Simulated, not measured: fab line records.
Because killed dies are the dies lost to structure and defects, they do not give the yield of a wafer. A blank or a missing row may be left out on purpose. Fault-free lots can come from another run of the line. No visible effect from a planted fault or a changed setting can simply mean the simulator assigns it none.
A struck lot beside a sound one	flow sky130	43 steps out of a route of 708
Sound: the wafers L702.1, L702.3, L702.5. Struck: wafers L713.2, L713.5, L713.6. At the end, the cause is stated.
For every step that has rows: the tool of each side, followed by ch and its chambers, followed by its first start. Under that, the readings that differ: sound wafers	struck wafers	difference of the means	sigmas: that difference in standard deviations of wafers without a fault.
alike: words and numbers the same on both sides, and readings whose means are apart by under 2 such deviations; not compared: readings that were withheld, readings missing a value for some wafer, numbers with overlapping values and no deviation given by the record, and bounds like >300 which may hide the same value.
The two part at a step that has a row with sigmas, a row that says differs or no value, or rows on one side only. When numbers do not overlap yet have no deviation, they are printed without sigmas and do not part them. Lack of a reading on every wafer of one side parts them only where that side has two or more wafers.

first, 5 steps without rows for these wafers: SKY_FIELD_ISO_WET_ETCH_18 (etches Si3N4 in H3PO4, target depth 25 nm, time 286 s); SKY_FIELD_ISO_CLEAN_19 (cleans in SC1/SC2, time 150 s); SKY_FIELD_ISO_CLEAN_20 (cleans in dHF, time 20 s); SKY_FIELD_ISO_WET_ETCH_21 (etches SiO2 in dHF, target depth 20 nm, time 400 s); SKY_FIELD_ISO_OXIDATION_22 (stabilise 600 s, purge 300 s, target thk 10 nm).
SKY_FIELD_ISO_THK_MEAS_23:
  sound: film_metro-02 at day 3 00:05; struck: film_metro-04 at day 5 08:58
  alike: FIELD_ISO_OXIDATION_01_THK
then, 1 step without rows for these wafers: SKY_FIELD_ISO_CVD_24 (deposits SiO2, target thk 595 nm, time 99.2 s).
SKY_FIELD_ISO_THK_MEAS_25:
  sound: film_metro-04 at day 3 00:13; struck: film_metro-04 at day 5 09:07
  alike: FIELD_ISO_CVD_24_THK
then, 1 step without rows for these wafers: SKY_FIELD_ISO_ANNEAL_26 (time 1800 s).
SKY_FIELD_ISO_CMP_27: polishes, stops on Si3N4, t overpolish 16 s, target thk 457.8 nm.
  sound on cmp-02 ch 0,2,3, day 3 02:58; struck on cmp-01 ch 0,1,2, day 5 11:29
  alike: motor_current_A, overpolish_run_s, time_to_endpoint_s
then, 2 steps without rows for these wafers: SKY_FIELD_ISO_WET_ETCH_28 (etches SiO2 in dHF, target depth 23.7 nm, time 47 s); SKY_FIELD_ISO_WET_ETCH_29 (etches Si3N4 in H3PO4, target depth 160 nm, time 1825 s).
SKY_FIELD_ISO_WET_ETCH_30: etches SiO2 in dHF, target depth 25 nm, time 50 s.
  sound on wet_bench-01 ch 1, day 3 03:52; struck on wet_bench-04 ch 3, day 5 12:14
then, 2 steps without rows for these wafers: SKY_NWELL_CLEAN_00 (cleans in SC1/SC2, time 150 s); SKY_NWELL_OXIDATION_01 (stabilise 600 s, purge 300 s, target thk 10 nm).
SKY_NWELL_THK_MEAS_02:
  sound: film_metro-03 at day 3 05:20; struck: film_metro-02 at day 5 15:19
  alike: NWELL_OXIDATION_THK
then, 8 steps without rows for these wafers: SKY_DNWELL_DEHYDRATE_00 (time 60 s); SKY_DNWELL_HMDS_01 (prime time 60 s); SKY_DNWELL_COAT_02 (resist thk 3000 nm); SKY_DNWELL_SOFTBAKE_03; SKY_DNWELL_EXPOSE_04 (exposes mask DNM, target cd 3000 nm); SKY_DNWELL_PEB_05; SKY_DNWELL_DEVELOP_06 (develop time 60 s); SKY_DNWELL_IMPLANT_07.
SKY_DNWELL_STRIP_08: strips in O2/N2.
  sound on plasma_asher-01 ch 0,1, day 3 20:55; struck on plasma_asher-04 ch 0,1, day 6 09:44
  alike: drypump_motor_current_A, n2_flow_sccm, o2_flow_sccm, oes_product_au, strip_time_to_endpoint_s
  not compared: rf_hours_counter_h
SKY_DNWELL_TW_MEAS_09:
  sound: film_metro-03 at day 3 21:01; struck: film_metro-03 at day 6 09:50
  alike: DNWELL_TW
then, 7 steps without rows for these wafers: SKY_PWDE_DEHYDRATE_00 (time 60 s); SKY_PWDE_HMDS_01 (prime time 60 s); SKY_PWDE_COAT_02 (resist thk 3000 nm); SKY_PWDE_SOFTBAKE_03; SKY_PWDE_EXPOSE_04 (exposes mask PWDEM, target cd 840 nm); SKY_PWDE_PEB_05; SKY_PWDE_DEVELOP_06 (develop time 60 s).
SKY_PWDE_OVL_MEAS_07:
  sound: overlay-02 at day 4 12:34; struck: overlay-02 at day 7 04:13
  alike: PWDE_OVL
then, 1 step without rows for these wafers: SKY_PWDE_IMPLANT_08.
SKY_PWDE_STRIP_09: strips in O2/N2.
  sound on plasma_asher-02 ch 0,1, day 4 12:44; struck on plasma_asher-03 ch 0,1, day 7 04:23
reading	sound	struck	difference	sigmas
oes_product_au (a.u.)	0.730 0.724 0.723	0.714 0.709 0.717	-0.012	-2
strip_time_to_endpoint_s (s)	36.95 36.98 36.97	36.75 36.85 36.67	-0.21	-2
  alike: drypump_motor_current_A, n2_flow_sccm, o2_flow_sccm
  not compared: rf_hours_counter_h
SKY_PWDE_TW_MEAS_10:
  sound: film_metro-02 at day 4 12:50; struck: film_metro-04 at day 7 04:30
  alike: PWDE_TW
then, 5 steps without rows for these wafers: SKY_NWELL_DEHYDRATE_03 (time 60 s); SKY_NWELL_HMDS_04 (prime time 60 s); SKY_NWELL_COAT_05 (resist thk 3000 nm); SKY_NWELL_SOFTBAKE_06; SKY_NWELL_EXPOSE_07 (exposes mask NWM, target cd 840 nm).
-- the record jumps here: 43 days lie between the struck wafers' starts before and after (it left off in module NWELL and takes up again in module PAD_OPEN, whose first step shown is number 708 of the route) --
SKY_PAD_OPEN_PROBE_99:
  sound: prober-02 at day 46 14:38; struck: prober-01 at day 49 17:53
reading	sound	struck	difference	sigmas
killed_at_M0_to_M3	53 42 48	38 30 34	-14	-2
killed_at_front_end	22 7 10	77 78 69	+62	+14
killed_dies	98 86 96	136 138 138	+44	+5
  alike: killed_at_M4_up, killed_at_contacts, killed_at_other, killed_open, killed_short

## WHERE THEY PART
At SKY_PWDE_STRIP_09 first; at SKY_PAD_OPEN_PROBE_99 last (within this record only).

WHY: whatever the simulator had introduced
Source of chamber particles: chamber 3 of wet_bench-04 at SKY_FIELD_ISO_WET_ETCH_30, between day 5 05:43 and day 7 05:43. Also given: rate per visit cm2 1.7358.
